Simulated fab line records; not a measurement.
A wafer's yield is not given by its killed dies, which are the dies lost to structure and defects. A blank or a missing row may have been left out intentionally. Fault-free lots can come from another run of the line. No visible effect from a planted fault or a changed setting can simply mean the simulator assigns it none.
fab line records	flow sky130
record: lots: 12	wafers: 36	lastDay: 48
route steps=708 shown VT_ADJUST_HVTR@142 VT_ADJUST_PCH@150 SONOS_ONO@172 PAD_OPEN@708
lots with no fault: from the same line, run without faults
startH: start of the lot's first displayed wafer, in hours after the record's first day	waitH: hours from the lot's prior step to this one	" unchanged from the row above	L1.1+2: a row that stands for several wafers	- value missing, or start not given	* or withheld: withheld	< > ~ a bound
route shown NAME@n: a module of which the file shows steps, and the number in the route of the first	usual: mean and standard deviation over wafers with no fault	same: alike in all rows	chamber/n: place in a boat	sites: readings site by site	_std_site: standard deviation across them	_edge_site: mean of outer sites minus mean of inner sites	radiusMm: for every site, how far away it sits from the centre of the wafer	mask NAME#n: copy n	behind: tool/chamber where the wafer was last shaped	hold: why the lot went on hold/how many hours it stayed there/how the hold came to an end	device: whichever transistor did not switch (one of n, p or np)	end of line: at the end of the route, the tests of the same wafers	for a step that has no rows: nothing shown but its recipe	killed: dies that structure and defects cost at the first sort, which is not the same as the wafer's yield	map: a wafer's dies, x killed, . not, _ none there
set.NAME: the run value of the setting; set.NAME@STEP: its run value at that earlier step	model.NAME: the simulator's own value behind a step, which no gauge read
route steps across a sampled set of lots; one table per step, one row per wafer
== steps ==
step: SKY_VT_ADJUST_HVTR_TW_MEAS_11
usual: VT_ADJUST_HVTR_TW: 212.5/1.5
lot.wafer	tool	chamber	startH	waitH	VT_ADJUST_HVTR_TW
L886.3	filmMetro-02	-	211.11	0.1	210.3
L886.4	"	-	"	"	210.3
L886.5	"	-	"	"	209.8
L887.2	filmMetro-04	-	238.65	0.1	214.3
L887.5	"	-	"	"	214.1
L887.6	"	-	"	"	213.5
L888.1	filmMetro-02	-	240.80	0.1	210.3
L888.3	"	-	"	"	210.9
L888.5	"	-	"	"	210.4
L890.1	filmMetro-03	-	254.99	0.1	214.1
L890.3	"	-	"	"	214.6
L890.5	"	-	"	"	213.4
L889.3	filmMetro-03	-	257.37	0.1	211.4
L889.4	"	-	"	"	213.1
L889.6	"	-	"	"	211.8
L891.1	filmMetro-04	-	260.85	0.1	214.0
L891.2	"	-	"	"	212.8
L891.6	"	-	"	"	213.4
L892.1	filmMetro-03	-	261.67	0.1	212.9
L892.4	"	-	"	"	212.2
L892.6	"	-	"	"	212.6
L893.2	filmMetro-03	-	266.16	0.1	213.9
L893.3	"	-	"	"	213.2
L893.5	"	-	"	"	213.8
L896.1	filmMetro-02	-	282.29	0.1	210.4
L896.2	"	-	"	"	210.8
L896.6	"	-	"	"	211.2
L897.2	filmMetro-02	-	295.65	0.1	209.6
L897.3	"	-	"	"	209.7
L897.6	"	-	"	"	210.4
L900.1	filmMetro-03	-	309.75	0.1	213.0
L900.3	"	-	"	"	212.8
L900.6	"	-	"	"	212.8
L901.4	filmMetro-02	-	318.18	0.1	212.2
L901.5	"	-	"	"	211.5
L901.6	"	-	"	"	210.1
step: SKY_VT_ADJUST_PCH_OVL_MEAS_07
usual: VT_ADJUST_PCH_OVL: 0.3/1.3
lot.wafer	tool	chamber	startH	waitH	VT_ADJUST_PCH_OVL[nm]
L886.3	overlay-02	-	233.41	-	1.0
L886.4	"	-	"	"	-0.2
L886.5	"	-	"	"	1.7
L887.2	overlay-01	-	261.70	-	0.7
L887.5	"	-	"	"	-0.5
L887.6	"	-	"	"	-0.8
L888.1	overlay-02	-	263.79	-	1.4
L888.3	"	-	"	"	0.6
L888.5	"	-	"	"	0.2
L890.1	overlay-02	-	279.40	-	2.1
L890.3	"	-	"	"	2.2
L890.5	"	-	"	"	0.0
L889.3	overlay-01	-	282.15	-	-0.8
L889.4	"	-	"	"	-1.3
L889.6	"	-	"	"	0.6
L891.1	overlay-01	-	285.14	-	1.5
L891.2	"	-	"	"	0.9
L891.6	"	-	"	"	0.5
L892.1	overlay-01	-	286.39	-	0.2
L892.4	"	-	"	"	1.5
L892.6	"	-	"	"	2.2
L893.2	overlay-02	-	291.35	-	0.9
L893.3	"	-	"	"	-1.8
L893.5	"	-	"	"	-0.9
L896.1	overlay-01	-	307.80	-	-1.6
L896.2	"	-	"	"	-0.4
L896.6	"	-	"	"	-0.1
L897.2	overlay-01	-	320.54	-	0.3
L897.3	"	-	"	"	0.8
L897.6	"	-	"	"	-0.6
L900.1	overlay-01	-	335.64	-	0.8
L900.3	"	-	"	"	0.3
L900.6	"	-	"	"	0.2
L901.4	overlay-01	-	344.67	-	-1.0
L901.5	"	-	"	"	1.0
L901.6	"	-	"	"	-0.9
step: SKY_SONOS_ONO_CVD_04
recipe: material: SiO2	precursor: SiH4/N2O	targetThkNm: 5.7199	tempC: 900	pressureMtorr: 400
usual: spikeTcCentreC: 902.2/1.4	spikeTcLowerC: 900.9/1.4	spikeTcTopC: 911.8/1	spikeTcUpperC: 900.5/1.1	susceptorTempC: 900.0/0.41	zonePowerCentrePct: 18.8/0.68
lot.wafer	tool	chamber	startH	waitH	spikeTcCentreC	spikeTcLowerC	spikeTcTopC	spikeTcUpperC	susceptorTempC	zonePowerCentrePct
L886.3	lpcvd-03	0	261.03	0.0	904.1	901.8	912.8	901.4	899.9	19.3
L886.4	"	0	"	"	903.8	900.6	912.0	898.5	900.0	19.3
L886.5	"	0	"	"	901.4	900.9	912.8	898.5	900.5	19.2
L887.2	lpcvd-03	1	290.66	0.0	902.1	898.8	911.4	901.2	900.2	17.6
L887.5	"	1	"	"	900.5	898.7	912.1	902.0	899.8	17.7
L887.6	"	1	"	"	900.7	902.1	909.6	901.0	900.2	17.6
L888.1	lpcvd-03	0	294.71	0.1	901.6	903.7	913.2	899.9	899.3	19.3
L888.3	"	0	"	"	902.7	901.8	911.5	900.9	899.9	19.6
L888.5	"	0	"	"	901.7	901.7	913.6	901.9	898.8	19.1
L890.1	lpcvd-03	1	309.59	0.1	899.8	900.0	912.2	901.8	900.7	17.7
L890.3	"	1	"	"	901.1	898.6	910.7	900.1	900.5	17.6
L890.5	"	1	"	"	900.9	899.4	911.5	900.9	900.7	17.7
L889.3	lpcvd-03	0	310.96	0.0	903.9	901.9	910.5	900.8	900.2	19.0
L889.4	"	0	"	"	903.5	900.5	911.9	900.0	900.4	19.1
L889.6	"	0	"	"	904.3	901.6	911.1	901.2	900.6	19.3
L891.1	lpcvd-03	0	314.59	0.1	901.8	901.7	912.3	900.6	899.6	18.9
L891.2	"	0	"	"	904.3	903.1	910.6	898.8	899.1	19.2
L891.6	"	0	"	"	902.2	901.4	911.0	900.2	899.6	19.6
L892.1	lpcvd-03	0	316.46	0.9	902.9	902.6	911.6	898.7	900.1	18.9
L892.4	"	0	"	"	902.3	899.3	911.5	898.5	900.4	19.5
L892.6	"	0	"	"	901.7	901.7	911.2	900.0	899.8	19.5
L893.2	lpcvd-03	0	322.43	0.0	902.7	902.6	910.4	901.4	900.0	19.3
L893.3	"	0	"	"	903.7	902.2	912.7	900.1	900.1	19.1
L893.5	"	0	"	"	902.3	901.9	911.1	900.9	900.2	18.9
L896.1	lpcvd-03	0	337.24	0.1	903.1	901.5	912.0	900.9	899.7	19.2
L896.2	"	0	"	"	900.6	899.7	910.2	899.1	899.6	19.1
L896.6	"	0	"	"	903.4	902.1	911.8	901.7	900.2	19.0
L897.2	lpcvd-03	1	353.09	0.0	901.4	898.8	912.4	899.7	899.9	17.9
L897.3	"	1	"	"	901.6	898.4	913.3	901.9	899.4	17.7
L897.6	"	1	"	"	899.6	900.1	909.7	901.9	899.8	17.8
L900.1	lpcvd-03	0	373.60	0.1	902.4	901.9	911.2	899.6	900.6	19.3
L900.3	"	0	"	"	902.9	902.4	912.7	898.1	900.3	19.2
L900.6	"	0	"	"	903.0	902.6	912.2	900.9	900.5	19.3
L901.4	lpcvd-03	0	377.99	0.0	910.8	910.5	917.7	908.3	909.0	19.6
L901.5	"	0	"	"	911.5	910.0	921.7	907.3	908.7	19.5
L901.6	"	0	"	"	911.3	910.4	920.2	908.7	908.5	19.7
step: SKY_SONOS_ONO_THK_MEAS_05
recipe: reads: SiO2_of_SONOS_ONO_CVD_04
usual: SONOS_ONO_CVD_04_THK: 5.69/0.1
lot.wafer	tool	chamber	startH	waitH	hold	SONOS_ONO_CVD_04_THK[nm]
L886.3	filmMetro-03	-	262.30	0.0	-	5.53
L886.4	"	-	"	"	-	5.58
L886.5	"	-	"	"	-	5.58
L887.2	filmMetro-04	-	291.92	0.0	-	5.66
L887.5	"	-	"	"	-	5.62
L887.6	"	-	"	"	-	5.70
L888.1	filmMetro-01	-	295.96	0.0	-	5.56
L888.3	"	-	"	"	-	5.59
L888.5	"	-	"	"	-	5.55
L890.1	filmMetro-03	-	310.84	0.0	-	5.75
L890.3	"	-	"	"	-	5.77
L890.5	"	-	"	"	-	5.66
L889.3	filmMetro-01	-	312.23	0.0	-	5.61
L889.4	"	-	"	"	-	5.59
L889.6	"	-	"	"	-	5.57
L891.1	filmMetro-01	-	316.46	0.0	-	5.79
L891.2	"	-	"	"	-	5.77
L891.6	"	-	"	"	-	5.73
L892.1	filmMetro-04	-	317.71	0.0	-	5.80
L892.4	"	-	"	"	-	5.70
L892.6	"	-	"	"	-	5.69
L893.2	filmMetro-01	-	323.69	0.0	-	5.76
L893.3	"	-	"	"	-	5.76
L893.5	"	-	"	"	-	5.79
L896.1	filmMetro-01	-	338.49	0.0	-	5.83
L896.2	"	-	"	"	-	5.76
L896.6	"	-	"	"	-	5.80
L897.2	filmMetro-01	-	354.35	0.0	-	5.85
L897.3	"	-	"	"	-	5.78
L897.6	"	-	"	"	-	5.85
L900.1	filmMetro-01	-	374.85	0.0	-	5.77
L900.3	"	-	"	"	-	5.69
L900.6	"	-	"	"	-	5.70
L901.4	filmMetro-04	-	379.27	0.0	awaitDispo/0.2h/release	6.56
L901.5	"	-	"	"	awaitDispo/0.2h/release	6.44
L901.6	"	-	"	"	awaitDispo/0.2h/release	6.51
L901.4	filmMetro-04	-	379.50	0.2	-	6.53
L901.5	"	-	"	"	-	6.51
L901.6	"	-	"	"	-	6.55
step: SKY_SONOS_ONO_OVL_MEAS_14
usual: SONOS_ONO_OVL: -0.3/1.3
lot.wafer	tool	chamber	startH	waitH	SONOS_ONO_OVL[nm]
L886.3	overlay-01	-	286.71	0.1	0.8
L886.4	"	-	"	"	1.2
L886.5	"	-	"	"	0.5
L887.2	overlay-02	-	317.57	0.1	-1.2
L887.5	"	-	"	"	-1.2
L887.6	"	-	"	"	-0.3
L888.1	overlay-02	-	320.81	0.1	-1.1
L888.3	"	-	"	"	-1.5
L888.5	"	-	"	"	-0.4
L890.1	overlay-01	-	336.17	0.1	-0.8
L890.3	"	-	"	"	-2.2
L890.5	"	-	"	"	0.0
L889.3	overlay-02	-	339.00	0.1	-1.3
L889.4	"	-	"	"	-1.1
L889.6	"	-	"	"	0.1
L891.1	overlay-02	-	342.90	0.1	-2.2
L891.2	"	-	"	"	-3.5
L891.6	"	-	"	"	-1.8
L892.1	overlay-01	-	343.02	0.1	2.0
L892.4	"	-	"	"	1.8
L892.6	"	-	"	"	2.6
L893.2	overlay-02	-	349.92	0.1	-0.4
L893.3	"	-	"	"	-3.1
L893.5	"	-	"	"	-2.3
L896.1	overlay-02	-	365.27	0.1	-2.9
L896.2	"	-	"	"	-2.2
L896.6	"	-	"	"	0.8
L897.2	overlay-01	-	380.75	0.1	-0.7
L897.3	"	-	"	"	-1.3
L897.6	"	-	"	"	-1.8
L900.1	overlay-02	-	400.72	0.1	1.3
L900.3	"	-	"	"	-0.3
L900.6	"	-	"	"	2.3
L901.4	overlay-02	-	407.78	0.1	1.4
L901.5	"	-	"	"	-1.3
L901.6	"	-	"	"	0.4
step: SKY_PAD_OPEN_PROBE_99
usual: killed_at_M0_to_M3: 43/7.4	killed_at_M4_up: 3.1/1.8	killedAtContacts: 26/5.6	killedAtFrontEnd: 15/4.9	killedAtOther: 0.2/0.44	killedDies: 87/10	killedOnRim: 17/3.7	killedOpen: 48/7.6	killedShort: 39/6.2
same: grossDies: 492	killedAtBackSide: 0
lot.wafer	tool	chamber	startH	waitH	killed_at_M0_to_M3	killed_at_M4_up	killedAtContacts	killedAtFrontEnd	killedAtOther	killedDies	killedOnRim	killedOpen	killedShort
L886.3	prober-01	-	1087.11	0.2	60	5	23	20	0	108	22	52	56
L886.4	prober-01	-	1087.16	0.2	51	1	27	12	0	91	18	51	39
L886.5	prober-01	-	1087.21	0.2	42	0	24	24	0	90	13	46	44
L887.2	prober-02	-	1100.10	0.1	44	2	33	23	0	102	16	60	42
L887.5	prober-02	-	1100.25	0.2	41	2	36	9	0	88	23	51	37
L887.6	prober-02	-	1100.30	0.2	34	5	30	14	1	84	16	50	34
L888.1	prober-01	-	1104.82	0.1	54	4	22	13	2	95	23	46	48
L888.3	prober-01	-	1104.92	0.2	37	4	26	22	0	89	15	52	37
L888.5	prober-01	-	1105.02	0.2	57	2	17	18	0	94	16	41	53
L889.3	prober-02	-	1121.16	0.2	54	2	26	19	0	101	25	55	45
L889.4	prober-02	-	1121.21	0.2	42	2	22	9	0	75	13	43	31
L889.6	prober-02	-	1121.31	0.2	41	1	25	20	0	87	14	49	38
L890.1	prober-01	-	1121.85	0.1	30	2	30	32	0	94	20	57	35
L890.3	prober-01	-	1121.95	0.2	40	3	19	27	0	89	16	46	41
L890.5	prober-01	-	1122.05	0.2	30	1	31	15	1	78	17	42	35
L892.1	prober-02	-	1122.56	0.1	32	6	31	20	0	89	20	46	43
L892.4	prober-02	-	1122.71	0.2	30	2	23	17	1	73	10	35	37
L892.6	prober-02	-	1122.81	0.2	48	3	15	19	0	85	20	43	42
L891.1	prober-02	-	1123.48	0.1	45	3	21	15	0	84	16	42	42
L891.2	prober-02	-	1123.53	0.1	54	1	30	7	0	92	16	44	48
L891.6	prober-02	-	1123.73	0.2	33	2	21	16	0	72	17	32	40
L893.2	prober-02	-	1128.96	0.1	33	3	20	13	0	69	17	37	32
L893.3	prober-02	-	1129.01	0.2	56	1	27	25	0	109	21	67	41
L893.5	prober-02	-	1129.11	0.2	42	4	28	18	0	92	24	49	41
L896.1	prober-02	-	1141.47	0.1	48	3	26	13	0	90	18	56	33
L896.2	prober-02	-	1141.52	0.1	45	3	37	12	0	97	14	58	38
L896.6	prober-02	-	1141.72	0.2	57	2	26	15	0	100	17	62	36
L897.2	prober-01	-	1145.00	0.1	47	2	18	17	0	84	12	46	38
L897.3	prober-01	-	1145.05	0.2	34	1	22	7	0	64	16	38	26
L897.6	prober-01	-	1145.20	0.2	39	6	21	11	0	77	22	46	30
L900.1	prober-02	-	1160.97	0.1	44	1	22	17	0	84	20	41	43
L900.3	prober-02	-	1161.07	0.2	48	3	29	18	1	99	16	55	43
L900.6	prober-02	-	1161.22	0.2	38	5	32	12	1	88	22	49	39
L901.4	prober-01	-	1163.03	0.2	49	3	33	11	0	96	20	52	44
L901.5	prober-01	-	1163.08	0.2	46	4	21	21	0	92	17	62	30
L901.6	prober-01	-	1163.13	0.2	49	2	36	15	1	103	21	58	44
killed by level:class
L886.3 VIA2:geometricParticle:open=10 VIA1:geometricParticle:open=10 METAL1:geometricParticle:short=8 VIA1:geometricParticle:short=8 CONTACT:geometricParticle:open=7 METAL2:geometricParticle:short=7 VIA3:geometricParticle:open=7 POLY_GATE:geometricParticle:short=6
L886.4 LI_CONTACT:geometricParticle:open=12 CONTACT:geometricParticle:open=10 FIELD_ISO:geometricParticle:open=7 METAL2:geometricParticle:short=7 METAL1:geometricParticle:short=6 VIA3:geometricParticle:open=6 VIA1:geometricParticle:open=5 VIA1:geometricParticle:short=5
L886.5 CONTACT:geometricParticle:open=11 FIELD_ISO:geometricParticle:short=8 VIA1:geometricParticle:open=8 VIA1:geometricParticle:short=7 METAL1:geometricParticle:short=7 LI_CONTACT:geometricParticle:open=6 POLY_GATE:geometricParticle:short=5 POLY_GATE:geometricParticle:open=4
L887.2 VIA2:geometricParticle:open=10 VIA3:geometricParticle:open=10 FIELD_ISO:geometricParticle:short=9 LI_CONTACT:geometricParticle:open=9 CONTACT:geometricParticle:open=8 VIA1:geometricParticle:open=8 LOCAL_INTERCONNECT:geometricParticle:short=7 FIELD_ISO:geometricParticle:open=6
L887.5 CONTACT:geometricParticle:open=12 VIA1:geometricParticle:open=9 LI_CONTACT:geometricParticle:open=8 VIA3:geometricParticle:open=7 VIA2:geometricParticle:open=7 LOCAL_INTERCONNECT:geometricParticle:short=6 LI_CONTACT:geometricParticle:short=5 METAL2:geometricParticle:short=5
L887.6 CONTACT:geometricParticle:open=13 VIA3:geometricParticle:open=11 LOCAL_INTERCONNECT:geometricParticle:short=6 FIELD_ISO:geometricParticle:open=5 VIA1:geometricParticle:open=5 CONTACT:geometricParticle:short=5 VIA3:geometricParticle:short=5 LI_CONTACT:geometricParticle:open=4
L888.1 VIA1:geometricParticle:open=10 CONTACT:geometricParticle:open=9 METAL2:geometricParticle:short=8 VIA2:geometricParticle:short=6 LI_CONTACT:geometricParticle:open=5 VIA2:geometricParticle:open=5 METAL1:geometricParticle:short=5 VIA3:geometricParticle:short=5
L888.3 CONTACT:geometricParticle:open=15 VIA1:geometricParticle:open=9 FIELD_ISO:geometricParticle:short=8 FIELD_ISO:geometricParticle:open=6 VIA3:geometricParticle:open=6 VIA2:geometricParticle:open=5 METAL2:geometricParticle:short=5 LI_CONTACT:geometricParticle:open=4
L888.5 VIA1:geometricParticle:open=13 VIA1:geometricParticle:short=9 CONTACT:geometricParticle:open=8 METAL3:geometricParticle:short=7 CONTACT:geometricParticle:short=6 METAL1:geometricParticle:short=6 POLY_GATE:geometricParticle:short=5 VIA3:geometricParticle:open=5
L889.3 VIA1:geometricParticle:open=13 VIA2:geometricParticle:open=9 CONTACT:geometricParticle:open=8 VIA3:geometricParticle:open=7 METAL1:geometricParticle:short=7 FIELD_ISO:geometricParticle:short=6 LI_CONTACT:geometricParticle:open=6 CONTACT:geometricParticle:short=6
L889.4 VIA1:geometricParticle:open=10 CONTACT:geometricParticle:open=9 VIA2:geometricParticle:open=8 LI_CONTACT:geometricParticle:open=6 METAL1:geometricParticle:short=4 LOCAL_INTERCONNECT:geometricParticle:short=4 VIA3:geometricParticle:open=4 VIA2:geometricParticle:short=4
L889.6 CONTACT:geometricParticle:open=11 FIELD_ISO:geometricParticle:short=9 VIA1:geometricParticle:open=9 VIA2:geometricParticle:open=9 LI_CONTACT:geometricParticle:open=7 METAL1:geometricParticle:short=6 VIA1:geometricParticle:short=5 CONTACT:geometricParticle:short=4
L890.1 CONTACT:geometricParticle:open=14 FIELD_ISO:geometricParticle:open=10 VIA2:geometricParticle:open=8 LOCAL_INTERCONNECT:geometricParticle:short=7 POLY_GATE:geometricParticle:open=5 VIA3:geometricParticle:open=5 FIELD_ISO:geometricParticle:short=4 POLY_GATE:geometricParticle:short=4
L890.3 VIA2:geometricParticle:open=8 FIELD_ISO:geometricParticle:open=6 LI_CONTACT:geometricParticle:open=6 VIA1:geometricParticle:open=6 METAL2:geometricParticle:short=6 FIELD_ISO:geometricParticle:short=5 POLY_GATE:geometricParticle:open=5 CONTACT:geometricParticle:open=5
L890.5 CONTACT:geometricParticle:open=12 LI_CONTACT:geometricParticle:open=11 FIELD_ISO:geometricParticle:short=9 VIA2:geometricParticle:open=7 CONTACT:geometricParticle:short=5 METAL2:geometricParticle:short=5 VIA2:geometricParticle:short=3 VIA1:geometricParticle:open=3
L892.1 CONTACT:geometricParticle:open=12 POLY_GATE:geometricParticle:short=7 LI_CONTACT:geometricParticle:open=7 VIA1:geometricParticle:open=7 FIELD_ISO:geometricParticle:short=5 LOCAL_INTERCONNECT:geometricParticle:short=5 VIA2:geometricParticle:open=5 METAL4:geometricParticle:short=5
L892.4 LI_CONTACT:geometricParticle:open=8 VIA1:geometricParticle:short=7 VIA1:geometricParticle:open=7 VIA3:geometricParticle:open=7 LOCAL_INTERCONNECT:geometricParticle:short=5 CONTACT:geometricParticle:short=5 FIELD_ISO:geometricParticle:short=4 CONTACT:geometricParticle:open=4
L892.6 VIA1:geometricParticle:open=10 VIA2:geometricParticle:open=9 VIA3:geometricParticle:open=8 FIELD_ISO:geometricParticle:short=7 VIA1:geometricParticle:short=7 CONTACT:geometricParticle:open=7 LOCAL_INTERCONNECT:geometricParticle:short=4 VIA3:geometricParticle:short=4
L891.1 METAL1:geometricParticle:short=11 CONTACT:geometricParticle:open=10 VIA3:geometricParticle:open=7 POLY_GATE:geometricParticle:short=6 VIA1:geometricParticle:open=6 FIELD_ISO:geometricParticle:open=4 LI_CONTACT:geometricParticle:open=4 VIA2:geometricParticle:short=3
L891.2 CONTACT:geometricParticle:open=10 VIA1:geometricParticle:open=9 METAL1:geometricParticle:short=8 LOCAL_INTERCONNECT:geometricParticle:short=8 VIA2:geometricParticle:open=7 CONTACT:geometricParticle:short=6 VIA3:geometricParticle:short=5 METAL3:geometricParticle:short=5
L891.6 FIELD_ISO:geometricParticle:short=7 METAL2:geometricParticle:short=6 LI_CONTACT:geometricParticle:open=6 CONTACT:geometricParticle:open=6 VIA2:geometricParticle:open=4 LOCAL_INTERCONNECT:geometricParticle:short=4 VIA1:geometricParticle:open=4 VIA1:geometricParticle:short=4
L893.2 VIA1:geometricParticle:open=10 CONTACT:geometricParticle:open=9 VIA1:geometricParticle:short=6 FIELD_ISO:geometricParticle:open=4 CONTACT:geometricParticle:short=4 METAL1:geometricParticle:short=4 VIA2:geometricParticle:open=4 VIA3:geometricParticle:open=4
L893.3 VIA1:geometricParticle:open=12 CONTACT:geometricParticle:open=9 POLY_GATE:geometricParticle:open=9 METAL3:geometricParticle:short=8 LI_CONTACT:geometricParticle:open=7 VIA3:geometricParticle:open=7 VIA1:geometricParticle:short=6 FIELD_ISO:geometricParticle:open=5
L893.5 VIA1:geometricParticle:open=13 CONTACT:geometricParticle:open=12 METAL2:geometricParticle:short=7 VIA3:geometricParticle:open=5 FIELD_ISO:geometricParticle:short=4 FIELD_ISO:geometricParticle:open=4 POLY_GATE:geometricParticle:short=4 LOCAL_INTERCONNECT:geometricParticle:short=4
L896.1 VIA1:geometricParticle:open=17 LI_CONTACT:geometricParticle:open=14 VIA3:geometricParticle:open=7 POLY_GATE:geometricParticle:open=5 METAL2:geometricParticle:short=5 VIA2:geometricParticle:short=5 VIA2:geometricParticle:open=4 LOCAL_INTERCONNECT:geometricParticle:short=3
L896.2 CONTACT:geometricParticle:open=13 VIA1:geometricParticle:open=11 LI_CONTACT:geometricParticle:open=8 VIA3:geometricParticle:open=8 LOCAL_INTERCONNECT:geometricParticle:short=6 VIA2:geometricParticle:open=6 CONTACT:geometricParticle:short=6 POLY_GATE:geometricParticle:short=5
L896.6 VIA1:geometricParticle:open=14 CONTACT:geometricParticle:open=10 VIA3:geometricParticle:open=9 VIA2:geometricParticle:open=8 FIELD_ISO:geometricParticle:open=5 LI_CONTACT:geometricParticle:open=5 METAL1:geometricParticle:short=5 METAL2:geometricParticle:short=5
L897.2 VIA1:geometricParticle:open=10 CONTACT:geometricParticle:open=9 FIELD_ISO:geometricParticle:short=6 LI_CONTACT:geometricParticle:open=6 METAL1:geometricParticle:short=6 VIA2:geometricParticle:short=5 VIA2:geometricParticle:open=5 FIELD_ISO:geometricParticle:open=4
L897.3 CONTACT:geometricParticle:open=9 VIA1:geometricParticle:open=9 METAL1:geometricParticle:short=7 CONTACT:geometricParticle:short=6 VIA2:geometricParticle:open=5 VIA3:geometricParticle:open=5 LOCAL_INTERCONNECT:geometricParticle:short=4 VIA1:geometricParticle:short=3
L897.6 VIA2:geometricParticle:open=8 LI_CONTACT:geometricParticle:open=7 VIA1:geometricParticle:open=6 METAL1:geometricParticle:short=6 CONTACT:geometricParticle:open=5 FIELD_ISO:geometricParticle:open=4 LI_CONTACT:geometricParticle:short=4 METAL2:geometricParticle:short=4
L900.1 VIA1:geometricParticle:open=14 LI_CONTACT:geometricParticle:open=8 METAL2:geometricParticle:short=8 CONTACT:geometricParticle:short=6 METAL1:geometricParticle:short=5 FIELD_ISO:geometricParticle:short=4 POLY_GATE:geometricParticle:open=4 POLY_GATE:geometricParticle:short=4
L900.3 VIA1:geometricParticle:open=18 CONTACT:geometricParticle:open=11 CONTACT:geometricParticle:short=6 VIA1:geometricParticle:short=6 FIELD_ISO:geometricParticle:short=5 LI_CONTACT:geometricParticle:open=5 LOCAL_INTERCONNECT:geometricParticle:short=5 METAL1:geometricParticle:short=5
L900.6 VIA1:geometricParticle:open=15 CONTACT:geometricParticle:open=13 CONTACT:geometricParticle:short=11 LI_CONTACT:geometricParticle:open=5 VIA1:geometricParticle:short=5 FIELD_ISO:geometricParticle:open=4 METAL4:geometricParticle:short=4 POLY_GATE:geometricParticle:open=3
L901.4 CONTACT:geometricParticle:short=11 VIA3:geometricParticle:open=11 VIA1:geometricParticle:open=11 LI_CONTACT:geometricParticle:open=7 LOCAL_INTERCONNECT:geometricParticle:short=6 CONTACT:geometricParticle:open=6 VIA2:geometricParticle:open=6 METAL1:geometricParticle:short=5
L901.5 VIA1:geometricParticle:open=16 POLY_GATE:geometricParticle:open=10 VIA2:geometricParticle:open=9 CONTACT:geometricParticle:open=8 VIA3:geometricParticle:open=7 FIELD_ISO:geometricParticle:open=6 LI_CONTACT:geometricParticle:open=6 VIA1:geometricParticle:short=4
L901.6 CONTACT:geometricParticle:open=15 VIA1:geometricParticle:open=12 VIA2:geometricParticle:open=9 VIA3:geometricParticle:open=8 LI_CONTACT:geometricParticle:open=7 LI_CONTACT:geometricParticle:short=6 VIA1:geometricParticle:short=6 POLY_GATE:geometricParticle:short=5
== key ==
firstSign: step: SKY_SONOS_ONO_CVD_04	reading: susceptorTempC	direction: up	sigmas: 21	usual: *	struck: *
effect: step: SKY_SONOS_ONO_CVD_04	reading: spikeTcTopC	direction: up	sigmas: 8.1	usual: 911.8	struck: 919.9
effect: step: SKY_SONOS_ONO_THK_MEAS_05	reading: visit	direction: added
effect: step: SKY_SONOS_ONO_THK_MEAS_05	reading: SONOS_ONO_CVD_04_THK	direction: up	sigmas: 8.1	usual: 5.69	struck: 6.50
metAt SKY_SONOS_ONO_CVD_04
struckLots L901
struckWafers L901.4,L901.5,L901.6
testerLeftOut L901
notActingAt SKY_VT_ADJUST_HVTR_TW_MEAS_11,SKY_VT_ADJUST_PCH_OVL_MEAS_07,SKY_SONOS_ONO_OVL_MEAS_14
onsetBetween 373.60 377.99
fault: kind: processParameterDrift	tool: lpcvd-03	chamber: 0	onsetH: 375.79	steps: SKY_SONOS_ONO_CVD_04	channel: tempC	offset: *	shape: step	endH: 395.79	stated: *
testerLeftOut: of these lots the tester's yield and bins aren't shown, on N5 and GAA mostly nor the transistor test; their killed dies are dies lost to structure and defects alone, not to doping, threshold or leakage, so they don't give the yield
